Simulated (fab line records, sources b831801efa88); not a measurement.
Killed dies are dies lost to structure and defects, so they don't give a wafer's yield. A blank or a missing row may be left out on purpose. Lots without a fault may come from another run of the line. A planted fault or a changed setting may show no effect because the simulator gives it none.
fab line records | flow sky130 | part 1 of 2: steps 1 to 25 of 35
record lots=5 wafers=15 last_day=49
route steps=708 shown VIA3@592 METAL4@598 CAP2M@603
lots that met no fault: from a run of the same line without faults
start_h: hours from the record's first day to the start of the lot's first wafer shown | wait_h: hours since the lot's step before | " the same as in the row above | L1.1+2: a row that stands for several wafers | - no value, or no start given | * or withheld: withheld | < > ~ a bound
route shown NAME@n: a module of which the file shows steps, and the number in the route of the first | usual: mean/standard deviation of fault-free wafers | same: alike in all rows | chamber/n: place in a boat | sites: the reading at each site | _std_site: their standard deviation | _edge_site: outer sites' mean less inner sites' | radius_mm: how far each site lies from the wafer's centre | mask NAME#n: copy n | behind: the tool/chamber that last shaped the wafer | hold: why the lot was held/for how many hours/how that ended | device: the transistor (n, p or np) that didn't switch | end of line: the same wafers' tests at the end of the route | a step without rows: its recipe alone | killed: dies lost to structure and defects at the first sort, not the wafer's yield | map: a wafer's dies, x killed, . not, _ none there
set.NAME: the setting as run; set.NAME@STEP: as run at that earlier step | model.NAME: the simulator's own value behind a step, which no gauge read
lots at some steps of the route; a table a step, a row a wafer
services: from which hour (start_h, from the record's first day; less than 0 if before it) a tool's chamber was out of use, for how many hours, and why
## steps
# step SKY_VIA3_CLEAN_19
# recipe chemistry=O3/DIW dry=n2_spin
# columns lot.wafer tool chamber start_h wait_h
L076.1+3+6 wet_bench-04 2 934.89 0.0
L080.2+4+6 wet_bench-03 0 966.64 0.0
L083.2+3+5 wet_bench-04 0 991.74 0.0
L087.3+4+5 wet_bench-01 1 1017.78 0.0
L090.2+3+4 wet_bench-03 2 1040.87 0.0
# step SKY_VIA3_SPUTTER_20
# recipe material=TiN target_thk_nm=20 chamber_pressure_pa=5 power_w=4000 time_s=80
# usual throttle_valve_pct=30.5/1.1
# columns lot.wafer tool chamber start_h wait_h throttle_valve_pct
L076.1 pvd_sputter-01 - 934.98 0.0 31.5
L076.3 " - " " 30.8
L076.6 " - " " 30.6
L080.2 pvd_sputter-04 - 966.83 0.0 32.5
L080.4 " - " " 28.9
L080.6 " - " " 31.0
L083.2 pvd_sputter-03 - 991.84 0.0 31.1
L083.3 " - " " 30.7
L083.5 " - " " 30.9
L087.3 pvd_sputter-04 - 1017.87 0.0 30.8
L087.4 " - " " 28.7
L087.5 " - " " 30.9
L090.2 pvd_sputter-01 - 1040.97 0.0 30.5
L090.3 " - " " 32.0
L090.4 " - " " 28.4
# step SKY_VIA3_CVD_21
# recipe material=W target_thk_nm=390 time_s=117.31 temp_c=400 pressure_torr=40
# usual chamber_pressure_Torr=39.99/0.085 heater_power_w=927/60
# columns lot.wafer tool chamber start_h wait_h chamber_pressure_Torr heater_power_w
L076.1 cvd_w-01 0 935.04 0.0 39.97 921
L076.3 " 1 " " 39.86 921
L076.6 " 0 " " 39.94 897
L080.2 cvd_w-01 0 966.89 0.0 40.06 903
L080.4 " 1 " " 40.05 911
L080.6 " 0 " " 39.87 895
L083.2 cvd_w-01 1 991.90 0.0 39.98 917
L083.3 " 0 " " 39.99 905
L083.5 " 0 " " 40.08 919
L087.3 cvd_w-02 0 1017.98 0.1 40.07 1003
L087.4 " 1 " " 39.95 850
L087.5 " 0 " " 39.98 1033
L090.2 cvd_w-02 1 1041.03 0.0 40.00 849
L090.3 " 1 " " 40.04 878
L090.4 " 0 " " 40.05 997
# step SKY_VIA3_RS_MEAS_22
# recipe thk_meas_gauge=four-point-probe reads=W_of_VIA3_CVD_21+TiN_of_VIA3_SPUTTER_20
# usual VIA3_W_RS=0.2953/0.0027
# columns lot.wafer tool chamber start_h wait_h VIA3_W_RS[ohm/sq]
L076.1 film_metro-04 - 935.20 0.1 0.2918
L076.3 " - " " 0.2947
L076.6 " - " " 0.2969
L080.2 film_metro-01 - 967.03 0.1 0.2922
L080.4 " - " " 0.2933
L080.6 " - " " 0.2954
L083.2 film_metro-04 - 992.05 0.1 0.2957
L083.3 " - " " 0.2983
L083.5 " - " " 0.2952
L087.3 film_metro-04 - 1018.10 0.1 0.3019
L087.4 " - " " 0.2935
L087.5 " - " " 0.2946
L090.2 film_metro-01 - 1041.17 0.1 0.2957
L090.3 " - " " 0.2983
L090.4 " - " " 0.2932
# step SKY_VIA3_THK_MEAS_23
# recipe thk_meas_gauge=xrf reads=W_of_VIA3_CVD_21
# usual VIA3_W_THK=393/6
# columns lot.wafer tool chamber start_h wait_h VIA3_W_THK[nm]
L076.1 film_metro-04 - 935.32 0.1 392
L076.3 " - " " 385
L076.6 " - " " 385
L080.2 film_metro-01 - 967.14 0.1 403
L080.4 " - " " 404
L080.6 " - " " 400
L083.2 film_metro-04 - 992.16 0.1 396
L083.3 " - " " 394
L083.5 " - " " 397
L087.3 film_metro-04 - 1018.20 0.1 386
L087.4 " - " " 398
L087.5 " - " " 395
L090.2 film_metro-01 - 1041.28 0.1 402
L090.3 " - " " 393
L090.4 " - " " 400
# step SKY_VIA3_CMP_24
# recipe stop_on=SiO2 t_overpolish_s=20 down_force_psi=3.5 platen_rpm=60 target_thk_nm=0 pad_velocity_m_s=0.94248
# usual motor_current_A=10.8/1.4 overpolish_run_s=19.999/0.0087 time_to_endpoint_s=93/3.1
# columns lot.wafer tool chamber start_h wait_h motor_current_A overpolish_run_s time_to_endpoint_s
L076.1 cmp-01 3 935.38 0.1 10.0 19.990 93
L076.3 " 2 " " 10.5 19.994 90
L076.6 " 3 " " 10.2 20.007 91
L080.4 cmp-02 1 967.53 0.4 8.5 20.008 97
L080.2 " 3 " " 11.5 19.993 99
L080.6 " 1 " " 8.6 19.993 94
L083.3 cmp-02 2 992.21 0.0 11.0 19.998 91
L083.2 " 1 " " 9.0 19.983 95
L083.5 " 2 " " 10.5 20.005 94
L087.4 cmp-02 1 1018.24 0.0 9.1 20.002 95
L087.3 " 3 " " 11.3 19.978 95
L087.5 " 2 " " 10.3 19.982 94
L090.4 cmp-01 1 1041.33 0.0 13.1 20.001 95
L090.2 " 3 " " 10.5 20.009 98
L090.3 " 0 " " 9.2 20.006 94
# step SKY_METAL4_SPUTTER_00
# recipe material=Ti target_thk_nm=15 power_w=3000 time_s=10 chamber_pressure_pa=0.4
# usual throttle_valve_pct=30.6/0.86
# columns lot.wafer tool chamber start_h wait_h throttle_valve_pct
L076.1 pvd_sputter-02 - 935.68 0.2 31.5
L076.3 " - " " 30.7
L076.6 " - " " 30.5
L080.2 pvd_sputter-02 - 967.78 0.1 30.6
L080.4 " - " " 29.9
L080.6 " - " " 30.3
L083.2 pvd_sputter-02 - 992.51 0.1 30.0
L083.3 " - " " 30.5
L083.5 " - " " 30.2
L087.3 pvd_sputter-01 - 1018.54 0.1 31.4
L087.4 " - " " 28.8
L087.5 " - " " 30.7
L090.2 pvd_sputter-03 - 1041.63 0.1 30.9
L090.3 " - " " 31.0
L090.4 " - " " 29.5
# step SKY_METAL4_SPUTTER_01
# recipe material=TiN target_thk_nm=20 power_w=6500 time_s=16.7 chamber_pressure_pa=0.4
# usual throttle_valve_pct=30.6/0.88
# columns lot.wafer tool chamber start_h wait_h throttle_valve_pct
L076.1 pvd_sputter-02 - 935.71 0.0 31.6
L076.3 " - " " 30.5
L076.6 " - " " 30.5
L080.2 pvd_sputter-02 - 967.81 0.0 30.4
L080.4 " - " " 29.7
L080.6 " - " " 30.1
L083.2 pvd_sputter-02 - 992.53 0.0 30.1
L083.3 " - " " 30.5
L083.5 " - " " 30.3
L087.3 pvd_sputter-01 - 1018.56 0.0 31.4
L087.4 " - " " 28.3
L087.5 " - " " 30.9
L090.2 pvd_sputter-03 - 1041.65 0.0 31.1
L090.3 " - " " 30.9
L090.4 " - " " 29.4
# step SKY_METAL4_SPUTTER_02
# recipe material=AlCu target_thk_nm=735 power_w=10600 time_s=39.1 chamber_pressure_pa=0.4
# usual throttle_valve_pct=30.6/0.86
# columns lot.wafer tool chamber start_h wait_h throttle_valve_pct
L076.1 pvd_sputter-02 - 935.73 0.0 31.7
L076.3 " - " " 30.5
L076.6 " - " " 30.5
L080.2 pvd_sputter-02 - 967.83 0.0 30.4
L080.4 " - " " 30.1
L080.6 " - " " 30.4
L083.2 pvd_sputter-02 - 992.55 0.0 29.8
L083.3 " - " " 30.5
L083.5 " - " " 30.2
L087.3 pvd_sputter-01 - 1018.59 0.0 31.2
L087.4 " - " " 28.6
L087.5 " - " " 30.7
L090.2 pvd_sputter-03 - 1041.68 0.0 31.0
L090.3 " - " " 31.1
L090.4 " - " " 29.6
# step SKY_METAL4_SPUTTER_03
# recipe material=Ti target_thk_nm=5 power_w=3000 time_s=3.3 chamber_pressure_pa=0.4
# usual throttle_valve_pct=30.6/0.85
# columns lot.wafer tool chamber start_h wait_h throttle_valve_pct
L076.1 pvd_sputter-02 - 935.77 0.0 32.0
L076.3 " - " " 30.3
L076.6 " - " " 30.5
L080.2 pvd_sputter-02 - 967.87 0.0 30.6
L080.4 " - " " 29.8
L080.6 " - " " 30.5
L083.2 pvd_sputter-02 - 992.59 0.0 29.8
L083.3 " - " " 30.6
L083.5 " - " " 30.5
L087.3 pvd_sputter-01 - 1018.63 0.0 30.9
L087.4 " - " " 28.5
L087.5 " - " " 30.4
L090.2 pvd_sputter-03 - 1041.72 0.0 31.0
L090.3 " - " " 31.0
L090.4 " - " " 29.8
# step SKY_METAL4_SPUTTER_04
# recipe material=TiN target_thk_nm=70 power_w=6500 time_s=58.3 chamber_pressure_pa=0.4
# usual throttle_valve_pct=30.6/0.88
# columns lot.wafer tool chamber start_h wait_h throttle_valve_pct
L076.1 pvd_sputter-02 - 935.79 0.0 31.4
L076.3 " - " " 30.5
L076.6 " - " " 30.4
L080.2 pvd_sputter-02 - 967.89 0.0 30.2
L080.4 " - " " 30.1
L080.6 " - " " 30.2
L083.2 pvd_sputter-02 - 992.61 0.0 29.6
L083.3 " - " " 30.5
L083.5 " - " " 30.1
L087.3 pvd_sputter-01 - 1018.64 0.0 31.1
L087.4 " - " " 28.5
L087.5 " - " " 30.3
L090.2 pvd_sputter-03 - 1041.73 0.0 31.2
L090.3 " - " " 31.0
L090.4 " - " " 29.6
# step SKY_CAP2M_CVD_00
# recipe material=SiO2 target_thk_nm=15.5 temp_c=400 time_s=withheld rf_w=450
# usual heater_power_w=727/110
# columns lot.wafer tool chamber start_h wait_h heater_power_w
L076.1 pecvd-01 1 935.84 0.0 678
L076.3 " 2 " " 793
L076.6 " 2 " " 789
L080.2 pecvd-03 2 967.94 0.0 539
L080.4 " 2 " " 540
L080.6 " 1 " " 721
L083.2 pecvd-04 2 992.66 0.0 748
L083.3 " 2 " " 735
L083.5 " 2 " " 741
L087.3 pecvd-03 0 1018.69 0.0 824
L087.4 " 1 " " 853
L087.5 " 2 " " 557
L090.2 pecvd-04 1 1041.78 0.0 544
L090.3 " 2 " " 783
L090.4 " 0 " " 849
# step SKY_CAP2M_THK_MEAS_01
# recipe reads=SiO2_of_CAP2M_CVD_00
# usual CAP2M_CVD_00_THK=15.49/0.23
# columns lot.wafer tool chamber start_h wait_h CAP2M_CVD_00_THK[nm]
L076.1 film_metro-02 - 935.86 - 15.51
L076.3 " - " " 15.47
L076.6 " - " " 15.49
L080.2 film_metro-04 - 967.97 - 15.07
L080.4 " - " " 15.08
L080.6 " - " " 15.01
L083.2 film_metro-01 - 992.70 - 15.55
L083.3 " - " " 15.65
L083.5 " - " " 15.56
L087.3 film_metro-04 - 1018.73 - 15.51
L087.4 " - " " 15.52
L087.5 " - " " 15.89
L090.2 film_metro-02 - 1041.82 - 15.07
L090.3 " - " " 15.04
L090.4 " - " " 15.52
# step SKY_CAP2M_SPUTTER_02
# recipe material=TiN target_thk_nm=200 temp_c=300 power_w=6388 time_s=166.7 chamber_pressure_pa=0.4
# usual throttle_valve_pct=30.5/1.1
# columns lot.wafer tool chamber start_h wait_h throttle_valve_pct
L076.1 pvd_sputter-03 - 935.92 0.1 29.4
L076.3 " - " " 30.2
L076.6 " - " " 30.9
L080.2 pvd_sputter-03 - 968.02 0.0 29.4
L080.4 " - " " 31.1
L080.6 " - " " 30.8
L083.2 pvd_sputter-03 - 992.75 0.0 30.2
L083.3 " - " " 31.0
L083.5 " - " " 29.9
L087.3 pvd_sputter-02 - 1018.77 0.0 30.5
L087.4 " - " " 31.6
L087.5 " - " " 31.5
L090.2 pvd_sputter-04 - 1041.87 0.0 30.9
L090.3 " - " " 29.5
L090.4 " - " " 32.5
# step SKY_CAP2M_RS_MEAS_03
# recipe thk_meas_gauge=four-point-probe reads=TiN_of_CAP2M_SPUTTER_02
# usual CAP2M_TIN_RS=7.05/0.088
# columns lot.wafer tool chamber start_h wait_h CAP2M_TIN_RS[ohm/sq]
L076.1 film_metro-01 - 936.03 0.1 7.07
L076.3 " - " " 7.25
L076.6 " - " " 7.11
L080.2 film_metro-01 - 968.20 0.1 6.99
L080.4 " - " " 7.05
L080.6 " - " " 7.12
L083.2 film_metro-04 - 992.88 0.1 7.02
L083.3 " - " " 7.04
L083.5 " - " " 6.98
L087.3 film_metro-02 - 1018.92 0.1 6.97
L087.4 " - " " 6.94
L087.5 " - " " 7.04
L090.2 film_metro-04 - 1041.99 0.1 7.16
L090.3 " - " " 7.24
L090.4 " - " " 7.03
# step SKY_CAP2M_THK_MEAS_04
# recipe thk_meas_gauge=xrf reads=TiN_of_CAP2M_SPUTTER_02
# usual CAP2M_TIN_THK=198.5/2.5
# columns lot.wafer tool chamber start_h wait_h CAP2M_TIN_THK[nm]
L076.1 film_metro-01 - 936.15 0.1 199.2
L076.3 " - " " 195.0
L076.6 " - " " 199.2
L080.2 film_metro-01 - 968.31 0.1 201.3
L080.4 " - " " 198.2
L080.6 " - " " 197.8
L083.2 film_metro-04 - 992.99 0.1 200.0
L083.3 " - " " 199.2
L083.5 " - " " 200.0
L087.3 film_metro-02 - 1019.02 0.1 198.3
L087.4 " - " " 199.5
L087.5 " - " " 196.9
L090.2 film_metro-04 - 1042.10 0.1 195.7
L090.3 " - " " 194.7
L090.4 " - " " 199.3
# step SKY_CAP2M_DEHYDRATE_05
# recipe temp_c=200 time_s=60
# usual exhaust_pa=45.0/0.86
# columns lot.wafer tool chamber start_h wait_h exhaust_pa
L076.1 litho_track-02 0 948.43 12.3 43.6
L076.3 " 0 " " 44.8
L076.6 " 0 " " 43.4
L080.2 litho_track-01 0 979.50 11.2 43.9
L080.4 " 0 " " 43.9
L080.6 " 0 " " 44.0
L083.2 litho_track-02 0 1004.11 11.1 45.1
L083.3 " 0 " " 46.6
L083.5 " 0 " " 44.5
L087.3 litho_track-02 0 1029.68 10.7 45.9
L087.4 " 0 " " 44.3
L087.5 " 0 " " 45.9
L090.2 litho_track-01 0 1052.35 10.2 46.7
L090.3 " 0 " " 46.1
L090.4 " 0 " " 45.2
# step SKY_CAP2M_HMDS_06
# recipe prime_time_s=60 prime_temp_c=120
# usual exhaust_pa=45.0/1
# columns lot.wafer tool chamber start_h wait_h exhaust_pa
L076.1 litho_track-02 0 948.58 0.1 45.7
L076.3 " 0 " " 46.2
L076.6 " 0 " " 44.4
L080.2 litho_track-01 0 979.65 0.1 45.5
L080.4 " 0 " " 44.3
L080.6 " 0 " " 44.4
L083.2 litho_track-02 0 1004.26 0.1 44.9
L083.3 " 0 " " 44.0
L083.5 " 0 " " 44.8
L087.3 litho_track-02 0 1029.83 0.1 45.5
L087.4 " 0 " " 46.7
L087.5 " 0 " " 45.1
L090.2 litho_track-01 0 1052.50 0.1 45.8
L090.3 " 0 " " 44.2
L090.4 " 0 " " 45.9
# step SKY_CAP2M_COAT_07
# recipe resist=NOVOLAK spin_rpm=3000 resist_thk_nm=1140
# usual dispense_pressure_kPa=52.4/2.2 exhaust_pa=45.0/0.76
# columns lot.wafer tool chamber start_h wait_h dispense_pressure_kPa exhaust_pa
L076.1 litho_track-02 0 948.73 0.1 54.9 44.4
L076.3 " 0 " " 54.9 45.0
L076.6 " 0 " " 54.8 44.4
L080.2 litho_track-01 0 979.80 0.1 51.1 45.0
L080.4 " 0 " " 51.1 45.6
L080.6 " 0 " " 51.0 45.4
L083.2 litho_track-02 0 1004.41 0.1 54.9 45.5
L083.3 " 0 " " 54.9 45.8
L083.5 " 0 " " 54.9 45.5
L087.3 litho_track-02 0 1029.98 0.1 54.9 46.8
L087.4 " 0 " " 54.9 45.3
L087.5 " 0 " " 54.8 45.6
L090.2 litho_track-01 0 1052.65 0.1 51.1 44.4
L090.3 " 0 " " 51.1 44.5
L090.4 " 0 " " 51.1 45.1
# step SKY_CAP2M_SOFTBAKE_08
# recipe temp_c=90 time_s=60 resist=NOVOLAK
# usual exhaust_pa=45.1/0.85
# columns lot.wafer tool chamber start_h wait_h exhaust_pa
L076.1 litho_track-02 0 948.88 0.1 44.2
L076.3 " 0 " " 44.3
L076.6 " 0 " " 46.0
L080.2 litho_track-01 0 979.95 0.1 45.5
L080.4 " 0 " " 45.4
L080.6 " 0 " " 44.6
L083.2 litho_track-02 0 1004.56 0.1 44.4
L083.3 " 0 " " 44.4
L083.5 " 0 " " 44.4
L087.3 litho_track-02 0 1030.13 0.1 44.1
L087.4 " 0 " " 46.2
L087.5 " 0 " " 44.8
L090.2 litho_track-01 0 1052.80 0.1 43.7
L090.3 " 0 " " 44.9
L090.4 " 0 " " 45.1
# step SKY_CAP2M_EXPOSE_09
# recipe mask_id=CAP2M na=0.6 source_shape=conventional sigma_outer=0.6 polarization=unpolarized target_cd_nm=1000 dose_mj=159
# usual focus_offset_nm=0.1/0.49
# columns lot.wafer tool chamber start_h wait_h mask focus_offset_nm
L076.1 iline_stepper-02 0 - - CAP2M#0 0.3
L076.3 " 0 " " CAP2M#0 0.6
L076.6 " 0 " " CAP2M#0 -0.1
L080.2 iline_stepper-01 0 - - CAP2M#0 0.0
L080.4 " 0 " " CAP2M#0 1.0
L080.6 " 0 " " CAP2M#0 0.4
L083.2 iline_stepper-02 0 - - CAP2M#0 0.3
L083.3 " 0 " " CAP2M#0 0.5
L083.5 " 0 " " CAP2M#0 -0.7
L087.3 iline_stepper-02 0 - - CAP2M#0 0.4
L087.4 " 0 " " CAP2M#0 0.6
L087.5 " 0 " " CAP2M#0 0.0
L090.2 iline_stepper-02 0 - - CAP2M#0 -0.2
L090.3 " 0 " " CAP2M#0 0.1
L090.4 " 0 " " CAP2M#0 -0.4
# step SKY_CAP2M_PEB_10
# recipe temp_c=withheld time_s=* resist=NOVOLAK
# usual exhaust_pa=45.0/0.83
# columns lot.wafer tool chamber start_h wait_h exhaust_pa
L076.1 litho_track-02 0 - - 42.8
L076.3 " 0 " " 45.3
L076.6 " 0 " " 44.8
L080.2 litho_track-03 0 - - 44.1
L080.4 " 0 " " 44.9
L080.6 " 0 " " 44.1
L083.2 litho_track-03 0 - - 46.1
L083.3 " 0 " " 45.6
L083.5 " 0 " " 45.9
L087.3 litho_track-01 0 - - 45.3
L087.4 " 0 " " 44.8
L087.5 " 0 " " 45.7
L090.2 litho_track-03 0 - - 45.8
L090.3 " 0 " " 45.1
L090.4 " 0 " " 45.2
# step SKY_CAP2M_DEVELOP_11
# recipe resist=NOVOLAK developer=TMAH develop_time_s=60 dev_temp_c=23
# usual exhaust_pa=45.2/0.86
# same develop_time_s=60
# columns lot.wafer tool chamber start_h wait_h exhaust_pa
L076.1 litho_track-02 0 960.83 0.1 45.0
L076.3 " 0 " " 45.0
L076.6 " 0 " " 44.6
L080.2 litho_track-03 0 991.79 0.1 45.6
L080.4 " 0 " " 45.5
L080.6 " 0 " " 45.2
L083.2 litho_track-03 0 1015.64 0.1 45.0
L083.3 " 0 " " 44.7
L083.5 " 0 " " 43.9
L087.3 litho_track-01 0 1041.23 0.1 45.1
L087.4 " 0 " " 45.7
L087.5 " 0 " " 46.8
L090.2 litho_track-03 0 1062.29 0.1 44.1
L090.3 " 0 " " 43.9
L090.4 " 0 " " 44.7
# step SKY_CAP2M_OVL_MEAS_12
# usual CAP2M_OVL=-0.8/1.6
# columns lot.wafer tool chamber start_h wait_h CAP2M_OVL[nm]
L076.1 overlay-01 - 960.98 0.1 -2.4
L076.3 " - " " -2.5
L076.6 " - " " -1.0
L080.2 overlay-01 - 991.92 0.1 1.6
L080.4 " - " " 0.6
L080.6 " - " " 2.3
L083.2 overlay-02 - 1015.77 0.1 -1.9
L083.3 " - " " -4.2
L083.5 " - " " -2.2
L087.3 overlay-01 - 1041.34 0.1 -1.2
L087.4 " - " " -1.5
L087.5 " - " " -1.5
L090.2 overlay-01 - 1062.42 0.1 -3.1
L090.3 " - " " -3.4
L090.4 " - " " -0.8
# step SKY_CAP2M_METAL_ETCH_13
# recipe target_depth_nm=220 stop_on=SiO2 chemistry=Cl2/BCl3 target=TiN pressure_mtorr=10 icp_w=900 bias_w=48.5 Cl2_flow_sccm=60 bcl3_flow_sccm=30 time_s=62.9
# usual drypump_motor_current_A=5.9/0.37 oes_product_au=0.931/0.0076 throttle_valve_pct=21.907/0.011
# columns lot.wafer tool chamber start_h wait_h drypump_motor_current_A oes_product_au rf_hours_counter_h throttle_valve_pct
L076.1 rie_metal-03 1 961.02 0.0 5.8 0.923 1 21.922
L076.3 " 0 " " 6.4 0.912 - 21.907
L076.6 " 1 " " 5.8 0.925 - 21.931
L080.2 rie_metal-02 1 991.95 0.0 5.8 0.937 16 21.891
L080.4 " 1 " " 5.8 0.930 - 21.919
L080.6 " 1 " " 5.8 0.923 - 21.924
L083.2 rie_metal-02 1 1015.80 0.0 5.8 0.930 18 21.906
L083.3 " 0 " " 5.4 0.926 - 21.887
L083.5 " 0 " " 5.4 0.934 - 21.908
L087.3 rie_metal-02 1 1041.39 0.0 5.8 0.935 - 21.904
L087.4 " 0 " " 5.4 0.941 - 21.893
L087.5 " 1 " " 5.8 0.926 - 21.906
L090.2 rie_metal-04 1 1062.45 0.0 6.4 0.923 9 21.914
L090.3 " 1 " " 6.4 0.915 - 21.915
L090.4 " 0 " " 5.5 0.928 - 21.901
